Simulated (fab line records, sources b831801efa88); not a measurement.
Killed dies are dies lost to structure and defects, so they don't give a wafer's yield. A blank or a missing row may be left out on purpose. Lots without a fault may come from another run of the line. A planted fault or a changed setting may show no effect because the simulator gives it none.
Chamber matching | flow gf180mcu | GF_STI_CVD_23 on hdpcvd-01: 3 sister chambers
The step deposits SiO2, target thk 650 nm, time 108.3 s. 3 wafers are shown with their chamber, then 7 later ones without.

WAFERS WITH THEIR CHAMBER
wafer  | chamber | sih4_flow_sccm (sccm)
L524.4 | 2       | 59.93
L527.1 | 0       | 59.73
L527.5 | 1       | 60.01

WAFERS WITHOUT THEIR CHAMBER
wafer  | sih4_flow_sccm (sccm)
L527.6 | 59.92
L534.1 | 59.93
L534.4 | 59.88
L534.6 | 60.23
L535.1 | 59.76
L535.2 | 60.06
L535.3 | 59.99

WHICH CHAMBER EACH WENT THROUGH
wafer  | from the rows above          | in truth
L527.6 | can't be placed: 2 or 1      | 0
L534.1 | can't be placed: 2 or 1      | 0
L534.4 | can't be placed: 2 or 1 or 0 | 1
L534.6 | can't be placed: 1 or 2      | 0
L535.1 | can't be placed: 0 or 2      | 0
L535.2 | can't be placed: 1 or 2      | 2
L535.3 | can't be placed: 1 or 2      | 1
Placed correctly: 0 of 7. Can't be placed from these rows: 7 (the true chamber is among the candidates in 4). Placed wrongly: 0.
How it was worked out, from the rows above alone: a wafer's distance from a chamber is the root of the sum, over the readings, of the square of ((its reading less the chamber's mean) divided by the reading's scatter). The wafer belongs to the nearest chamber; if the next one is less than 2 further off, it can't be placed. A chamber's mean is the mean of its shown wafers. The scatter: with one shown wafer a chamber, the root of the mean of the squares of how far each hidden wafer lies from its nearest shown one.
